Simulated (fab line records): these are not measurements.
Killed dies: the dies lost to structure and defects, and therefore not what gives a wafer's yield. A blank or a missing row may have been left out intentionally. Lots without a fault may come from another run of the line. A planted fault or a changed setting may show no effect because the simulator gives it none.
Which of the tools did it? | flow sky130 | 6 lots, 18 wafers sampled, at 2 steps of a route of 708

WHAT THE GAUGES SHOWED, per wafer
SKY_NWELL_TW_MEAS_15.
lot  | measured     | on            | NWELL_TW
L775 | day 4 21:17  | film metro-03 | 1816 1817 1812
L780 | day 6 00:13  | film metro-03 | 1823 1821 1812
L782 | day 6 09:22  | film metro-03 | 1829 1819 1824
L784 | day 7 02:22  | film metro-03 | 1797 1800 1799
L792 | day 9 00:20  | film metro-03 | 1561 1556 1546
L797 | day 10 08:35 | film metro-02 | 1825 1837 1839

WHICH TOOL RAN EACH LOT (tool, then ch and the chambers of the sampled wafers, then the start)
lot  | SKY_NWELL_IMPLANT_11
L775 | implanter-03 ch 0, day 4 20:45
L780 | implanter-04 ch 0, day 5 23:40
L782 | implanter-03 ch 0, day 6 08:49
L784 | implanter-04 ch 0, day 7 01:52
L792 | implanter-03 ch 0, day 8 23:47
L797 | implanter-04 ch 0, day 10 08:02
- SKY_NWELL_IMPLANT_11

THE ANSWER, worked out from the rows above alone
Rule: the lots themselves supply what counts as usual. Put in order of their means at a reading, lots are off if they are a third of the lots or fewer, leave a main group of 4 or more, and stand apart from it by a gap of 3 or more times the standard deviation of the main group's means; of several such gaps the widest counts. Not used: any main group whose means are identical at the precision the tables above print for the reading. A lot without any number at a reading at which 4 lots or more have one is off too. Where the step has rows for the other lots, those lots are counted as sound.
Off: L792, at SKY_NWELL_TW_MEAS_15 (NWELL_TW). For the main group the mean is 1818 and the standard deviation 12.
A tool fits if, at a process step before that reading, it ran every lot that is off, and no sound lot after the first of them. Gauges at SKY_NWELL_TW_MEAS_15: tried the same way as those tools. 2 tools fit, implanter-03 at SKY_NWELL_IMPLANT_11 and film metro-03 at SKY_NWELL_TW_MEAS_15, so this cannot tell which one it is.

WHAT THE SIMULATOR HAD PUT IN
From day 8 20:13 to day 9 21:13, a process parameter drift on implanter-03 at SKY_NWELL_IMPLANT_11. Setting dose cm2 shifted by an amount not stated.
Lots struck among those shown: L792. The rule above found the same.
